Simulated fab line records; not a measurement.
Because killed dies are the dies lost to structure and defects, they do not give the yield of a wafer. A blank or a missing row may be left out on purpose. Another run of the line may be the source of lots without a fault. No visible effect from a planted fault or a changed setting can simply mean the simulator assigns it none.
fab line records | flow gf180mcu
[record] lots = 6 wafers = 18 last-day = 34
route steps=602 shown MIM@507
lots untouched by any fault: they come from a run of this same line in which no faults occurred
start-h: the number of hours between the record's first day and the start of the first shown wafer of the lot | wait-h: hours elapsed since this lot's preceding step | " the same as in the row above | L1.1+2: a row that stands for several wafers | - either no value or no given start | * or withheld: withheld | < > ~ a bound
route shown NAME@n: a module of which the file shows steps, and the number in the route of the first | usual: mean and standard deviation over wafers with no fault | same: alike in all rows | chamber/n: place in a boat | sites: readings site by site | _std_site: the standard deviation of these | _edge_site: the outer-site mean with the inner-site mean subtracted | radius-mm: how far each site lies from the wafer's centre | mask NAME#n: copy n | behind: tool/chamber where the wafer was last shaped | hold: what put the lot on hold/how long, in hours/how the hold closed | device: names the non-switching transistor (n, p or np) | end of line: tests run on the same wafers once the route is complete | step lacking rows: just its recipe | killed: the dies lost at the first sort to structure and to defects; this is not the yield of the wafer | map: shows each die of a wafer: x if killed, . if not, _ if none is there
set.NAME: the setting as run; set.NAME@STEP: as run at that earlier step | model.NAME: the simulator's own value behind a step, which no gauge read
certain route steps with their lots: each step a table, each wafer a row
services: a tool's chamber out of use, with start hour (start-h, from the record's first day; less than 0 if before it), hours out, and reason
[[steps]]
[step GF_MIM_SPUTTER_04]
[recipe] material = TiN target-thk-nm = 50 power-w = 6500 time-s = 41.7 chamber-pressure-pa = 0.4
[usual] throttle-valve-pct = 30.1/1.2
// columns lot.wafer tool chamber start-h wait-h throttle-valve-pct
L787.1 pvd-sputter-01 - 583.61 0.0 29.5
L787.2 " - " " 32.2
L787.5 " - " " 30.1
L791.1 pvd-sputter-02 - 623.97 0.0 29.7
L791.3 " - " " 31.6
L791.6 " - " " 28.3
L792.1 pvd-sputter-02 - 629.64 0.0 28.4
L792.2 " - " " 29.6
L792.3 " - " " 31.5
L796.1 pvd-sputter-01 - 671.96 0.0 29.2
L796.2 " - " " 30.0
L796.3 " - " " 32.3
L805.1 pvd-sputter-01 - 714.47 0.0 30.0
L805.3 " - " " 31.9
L805.4 " - " " 28.6
L807.1 pvd-sputter-04 - 727.86 0.0 31.3
L807.2 " - " " 30.5
L807.6 " - " " 30.3
[step GF_MIM_CVD_05]
[recipe] material = Si3N4 target-thk-nm = 42 temp-max-c = 400 temp-c = 385 time-s = 29.086 rf-w = 450
[step GF_MIM_THK_MEAS_06]
[recipe] reads = Si3N4_of_MIM_CVD_05
[usual] MIM_CVD_05_THK = 42.0/0.65
// columns lot.wafer tool chamber start-h wait-h MIM_CVD_05_THK[nm]
L787.1 film-metro-04 - 583.68 0.0 41.6
L787.2 " - " " 40.4
L787.5 " - " " 42.0
L791.1 film-metro-02 - 624.06 0.0 41.5
L791.3 " - " " 42.6
L791.6 " - " " 42.1
L792.1 film-metro-04 - 629.72 0.0 42.3
L792.2 " - " " 42.2
L792.3 " - " " 42.6
L796.1 film-metro-02 - 672.03 0.0 41.9
L796.2 " - " " 41.3
L796.3 " - " " 41.0
L805.1 film-metro-02 - 714.56 0.0 40.9
L805.3 " - " " 41.8
L805.4 " - " " 41.8
L807.1 film-metro-02 - 727.93 0.0 42.4
L807.2 " - " " 42.2
L807.6 " - " " 42.7
[step GF_MIM_SPUTTER_07]
[recipe] material = TiN target-thk-nm = 60 power-w = 6500 time-s = 50 chamber-pressure-pa = 0.4
[usual] throttle-valve-pct = 30.1/1.2
// columns lot.wafer tool chamber start-h wait-h throttle-valve-pct
L787.1 pvd-sputter-01 - 583.74 0.1 32.3
L787.2 " - " " 29.2
L787.5 " - " " 29.9
L791.1 pvd-sputter-01 - 624.12 0.1 32.4
L791.3 " - " " 29.1
L791.6 " - " " 29.2
L792.1 pvd-sputter-01 - 629.78 0.1 29.9
L792.2 " - " " 32.1
L792.3 " - " " 29.3
L796.1 pvd-sputter-04 - 672.09 0.1 29.3
L796.2 " - " " 30.4
L796.3 " - " " 31.7
L805.1 pvd-sputter-04 - 714.62 0.1 29.2
L805.3 " - " " 31.5
L805.4 " - " " 29.5
L807.1 pvd-sputter-01 - 727.99 0.1 29.0
L807.2 " - " " 32.4
L807.6 " - " " 29.8
[step GF_MIM_SPUTTER_08]
[recipe] material = AlCu target-thk-nm = 200 power-w = 10600 time-s = 10.6 chamber-pressure-pa = 0.4
[usual] throttle-valve-pct = 30.1/1.2
// columns lot.wafer tool chamber start-h wait-h throttle-valve-pct
L787.1 pvd-sputter-01 - 583.79 0.0 32.3
L787.2 " - " " 28.8
L787.5 " - " " 30.0
L791.1 pvd-sputter-01 - 624.16 0.0 32.4
L791.3 " - " " 28.7
L791.6 " - " " 29.2
L792.1 pvd-sputter-01 - 629.82 0.0 30.1
L792.2 " - " " 32.3
L792.3 " - " " 29.2
L796.1 pvd-sputter-04 - 672.13 0.0 29.3
L796.2 " - " " 30.2
L796.3 " - " " 31.6
L805.1 pvd-sputter-04 - 714.67 0.0 29.2
L805.3 " - " " 31.7
L805.4 " - " " 29.6
L807.1 pvd-sputter-01 - 728.03 0.0 29.0
L807.2 " - " " 32.3
L807.6 " - " " 30.2
[step GF_MIM_SPUTTER_09]
[recipe] material = TiN target-thk-nm = 35 power-w = 6500 time-s = 29.2 chamber-pressure-pa = 0.4
[usual] throttle-valve-pct = 30.1/1.2
// columns lot.wafer tool chamber start-h wait-h throttle-valve-pct
L787.1 pvd-sputter-01 - 583.81 0.0 32.4
L787.2 " - " " 29.1
L787.5 " - " " 29.9
L791.1 pvd-sputter-01 - 624.19 0.0 32.5
L791.3 " - " " 28.7
L791.6 " - " " 29.0
L792.1 pvd-sputter-01 - 629.84 0.0 30.3
L792.2 " - " " 32.5
L792.3 " - " " 29.2
L796.1 pvd-sputter-04 - 672.16 0.0 29.5
L796.2 " - " " 30.1
L796.3 " - " " 31.8
L805.1 pvd-sputter-04 - 714.69 0.0 29.3
L805.3 " - " " 31.3
L805.4 " - " " 29.7
L807.1 pvd-sputter-01 - 728.06 0.0 28.8
L807.2 " - " " 32.0
L807.6 " - " " 30.1
[step GF_MIM_RS_MEAS_10]
[recipe] thk-meas-gauge = four-point-probe reads = TiN_of_MIM_SPUTTER_09+AlCu_of_MIM_SPUTTER_08+TiN_of_MIM_SPUTTER_07
[usual] MIM_ALCU_RS = 0.1597/0.0014
// columns lot.wafer tool chamber start-h wait-h MIM_ALCU_RS[ohm/sq]
L787.1 film-metro-02 - 583.84 0.0 0.1596
L787.2 " - " " 0.1597
L787.5 " - " " 0.1618
L791.1 film-metro-01 - 624.22 0.0 0.1606
L791.3 " - " " 0.1600
L791.6 " - " " 0.1594
L792.1 film-metro-04 - 629.88 0.0 0.1591
L792.2 " - " " 0.1583
L792.3 " - " " 0.1589
L796.1 film-metro-01 - 672.19 0.0 0.1588
L796.2 " - " " 0.1574
L796.3 " - " " 0.1589
L805.1 film-metro-02 - 714.72 0.0 0.1591
L805.3 " - " " 0.1585
L805.4 " - " " 0.1610
L807.1 film-metro-04 - 728.14 0.1 0.1587
L807.2 " - " " 0.1602
L807.6 " - " " 0.1602
[step GF_MIM_THK_MEAS_11]
[recipe] thk-meas-gauge = xrf reads = AlCu_of_MIM_SPUTTER_08
[usual] MIM_ALCU_THK = 200.2/1.9
// columns lot.wafer tool chamber start-h wait-h MIM_ALCU_THK[nm]
L787.1 film-metro-02 - 583.96 0.1 200.9
L787.2 " - " " 200.4
L787.5 " - " " 198.7
L791.1 film-metro-01 - 624.34 0.1 200.4
L791.3 " - " " 200.0
L791.6 " - " " 200.7
L792.1 film-metro-04 - 630.00 0.1 200.3
L792.2 " - " " 201.9
L792.3 " - " " 201.7
L796.1 film-metro-01 - 672.31 0.1 201.6
L796.2 " - " " 203.4
L796.3 " - " " 202.6
L805.1 film-metro-02 - 714.84 0.1 199.7
L805.3 " - " " 200.0
L805.4 " - " " 197.3
L807.1 film-metro-04 - 728.26 0.1 200.9
L807.2 " - " " 200.8
L807.6 " - " " 201.0
[step GF_MIM_DEHYDRATE_12]
[recipe] temp-c = 200 time-s = 60
[step GF_MIM_HMDS_13]
[recipe] prime-time-s = 60 prime-temp-c = 120
[step GF_MIM_COAT_14]
[recipe] resist = NOVOLAK spin-rpm = 3000 resist-thk-nm = 1000
[step GF_MIM_SOFTBAKE_15]
[recipe] temp-c = 90 time-s = 60 resist = NOVOLAK
[step GF_MIM_EXPOSE_16]
[recipe] mask-id = FuseTop target-cd-nm = 2000 na = 0.6 source-shape = conventional sigma-outer = 0.6 dose-mj = 140
[usual] exposure-dose-mJ-cm2 = 140.00/0.14 focus-offset-nm = 0.1/0.53 sigma-outer = 0.6/0
// columns lot.wafer tool chamber start-h wait-h mask exposure-dose-mJ-cm2 focus-offset-nm sigma-outer
L787.1 iline-stepper-02 0 594.26 - FuseTop#0 139.92 0.5 0.6
L787.2 " 0 " " FuseTop#0 140.27 0.4 0.6
L787.5 " 0 " " FuseTop#0 140.27 -0.2 0.6
L791.1 iline-stepper-01 - 634.06 - FuseTop#0 - - -
L791.3 " - " " FuseTop#0 - - -
L791.6 " - " " FuseTop#0 - - -
L792.1 iline-stepper-02 - 640.36 - FuseTop#0 - - -
L792.2 " - " " FuseTop#0 - - -
L792.3 " - " " FuseTop#0 - - -
L796.1 iline-stepper-02 0 681.50 - FuseTop#0 139.95 0.5 0.6
L796.2 " 0 " " FuseTop#0 139.98 0.2 0.6
L796.3 " 0 " " FuseTop#0 139.99 0.7 0.6
L805.1 iline-stepper-02 0 723.53 - FuseTop#0 139.89 -0.4 0.6
L805.3 " 0 " " FuseTop#0 139.99 -0.5 0.6
L805.4 " 0 " " FuseTop#0 139.86 0.4 0.6
L807.1 iline-stepper-01 0 736.92 - FuseTop#0 140.14 0.5 0.6
L807.2 " 0 " " FuseTop#0 139.93 0.3 0.6
L807.6 " 0 " " FuseTop#0 140.14 0.4 0.6
[step GF_MIM_PEB_17]
[recipe] temp-c = withheld time-s = * resist = NOVOLAK
[step GF_MIM_DEVELOP_18]
[recipe] develop-time-s = 60 dev-temp-c = 23
[step GF_MIM_METAL_ETCH_19]
[recipe] chemistry = Cl2/BCl3 mask-material = NOVOLAK stop-on = Si3N4 target-depth-nm = 324.5 pressure-mtorr = 8 icp-w = 800 bias-w = 140 Cl2_flow_sccm = 80 bcl3-flow-sccm = 40 time-s = 54.1
[usual] drypump-motor-current-A = 5.5/0.34 he-backside-leak-sccm = 3.39/0.15 oes-product-au = 0.942/0.0054 throttle-valve-pct = 28.282/0.0091
// columns lot.wafer tool chamber start-h wait-h drypump-motor-current-A he-backside-leak-sccm oes-product-au rf-hours-counter-h throttle-valve-pct model.MIM.cd-nm
L787.1 rie-metal-02 0 604.29 0.1 5.0 3.37 0.938 8 28.274 1996
L787.2 " 1 " " 5.0 3.79 0.938 6 28.291 1998
L787.5 " 1 " " 5.0 3.63 0.937 - 28.296 1995
L791.1 rie-metal-03 0 643.69 0.1 5.8 3.54 0.949 12 28.278 -
L791.3 " 0 " " 5.8 3.77 0.944 - 28.274 -
L791.6 " 1 " " 5.7 3.39 0.946 - 28.282 2.297
L792.1 rie-metal-03 1 649.50 0.1 5.8 3.33 0.944 5 28.290 3.648
L792.2 " 0 " " 5.8 3.45 0.942 13 28.276 2.072
L792.3 " 1 " " 5.8 3.33 0.953 - 28.293 3.804
L796.1 rie-metal-04 0 691.20 0.1 5.2 3.54 0.940 6 28.275 2002
L796.2 " 1 " " 5.7 3.36 0.950 3 28.281 1998
L796.3 " 1 " " 5.7 3.42 0.939 - 28.288 1998
L805.1 rie-metal-02 0 732.20 0.1 5.1 3.39 0.934 11 28.303 1997
L805.3 " 1 " " 5.0 3.24 0.950 - 28.287 2000
L805.4 " 0 " " 5.0 3.54 0.930 - 28.298 1999
L807.1 rie-metal-04 1 744.83 0.1 5.7 3.20 0.933 5 28.269 2001
L807.2 " 0 " " 5.2 3.42 0.941 8 28.274 2003
L807.6 " 0 " " 5.2 3.40 0.947 - 28.284 2004
[step GF_MIM_STRIP_20]
[recipe] chemistry = O2/N2 power-w = 1400 pressure-mtorr = 1500 platen-temp-c = 250 o2-flow-sccm = 3000 n2-flow-sccm = 300 overash-fraction = 0.5
[usual] drypump-motor-current-A = 6.1/0.37 heater-power-w = 355/40 oes-product-au = 0.691/0.0057 strip-time-to-endpoint-s = 11.22/0.058
// columns lot.wafer tool chamber start-h wait-h drypump-motor-current-A heater-power-w oes-product-au rf-hours-counter-h strip-time-to-endpoint-s
L787.1 plasma-asher-02 1 604.36 0.0 6.5 411 0.703 53 11.28
L787.2 " 0 " " 6.0 396 0.692 53 11.22
L787.5 " 0 " " 6.0 397 0.693 - 11.18
L791.1 plasma-asher-04 0 643.78 0.1 6.1 317 0.680 105 11.23
L791.3 " 0 " " 6.1 315 0.700 - 11.20
L791.6 " 1 " " 6.3 326 0.694 - 11.22
L792.1 plasma-asher-02 1 649.57 0.0 6.5 421 0.701 58 11.33
L792.2 " 0 " " 6.0 390 0.692 58 11.25
L792.3 " 1 " " 6.6 410 0.685 - 11.32
L796.1 plasma-asher-04 0 691.27 0.0 6.1 313 0.692 110 11.16
L796.2 " 1 " " 6.2 327 0.683 110 11.12
L796.3 " 0 " " 6.1 308 0.692 - 11.15
L805.1 plasma-asher-03 1 732.27 0.0 6.1 322 0.678 30 11.19
L805.3 " 1 " " 6.1 324 0.683 - 11.15
L805.4 " 0 " " 5.2 352 0.693 - 11.17
L807.1 plasma-asher-02 1 744.90 0.0 6.5 414 0.687 69 11.20
L807.2 " 0 " " 6.0 398 0.694 69 11.20
L807.6 " 1 " " 6.5 415 0.692 - 11.20
[[services]]
// columns tool chamber start-h hours kind
rie-metal-03 - 565.56 0.1 repair
plasma-asher-03 - 583.83 0.6 repair
plasma-asher-02 - 588.08 0.8 repair
pvd-sputter-01 - 598.81 3.0 repair
rie-metal-02 0 606.87 5.2 repair
plasma-asher-04 - 610.75 1.7 repair
iline-stepper-01 - 611.23 1.7 pm
pvd-sputter-02 - 616.38 2.8 repair
iline-stepper-02 - 616.57 9.7 repair
pvd-sputter-01 - 621.42 2.4 repair
plasma-asher-04 - 624.27 4.4 pm
iline-stepper-01 - 638.39 15.9 repair
pvd-sputter-02 - 641.09 61.8 repair
rie-metal-03 0 659.05 3.8 repair
rie-metal-02 0 675.03 7.7 repair
rie-metal-04 1 676.95 3.4 repair
iline-stepper-01 - 686.52 23.5 repair
pvd-sputter-02 - 713.56 2.4 repair
rie-metal-03 - 720.32 2.8 pm
pvd-sputter-02 - 723.96 2.4 repair
iline-stepper-01 - 725.69 1.0 repair
iline-stepper-02 - 730.05 1.7 pm
plasma-asher-04 - 733.75 9.0 pm
rie-metal-02 - 740.18 1.0 repair
[[key]]
[first-sign] step = GF_MIM_EXPOSE_16 reading = tool-record direction = missing
effect none on later readings
[model-effect] step = GF_MIM_METAL_ETCH_19 value = MIM.cd-nm without = 2002 struck = 2.955
met-at GF_MIM_EXPOSE_16
struck-wafers L791.1,L791.3,L791.6,L792.1,L792.2,L792.3
later-rows-left-out L791.1,L791.3,L791.6,L792.1,L792.2,L792.3
sort-left-out L791.1,L791.3,L791.6,L792.1,L792.2,L792.3
onset-between 594.26 634.06
[fault] kind = skipped-step-whole tool = iline-stepper-01,iline-stepper-02 chamber = - onset-h = 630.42 steps = GF_MIM_EXPOSE_16 scope = struck-lots-only
// sort-left-out: the simulated sort isn't trusted on such a fault, so these wafers' sort isn't shown, and their yield isn't known
// later-rows-left-out: the simulator's readings of these wafers behind a module that went badly wrong aren't trusted and aren't shown, but for the sort
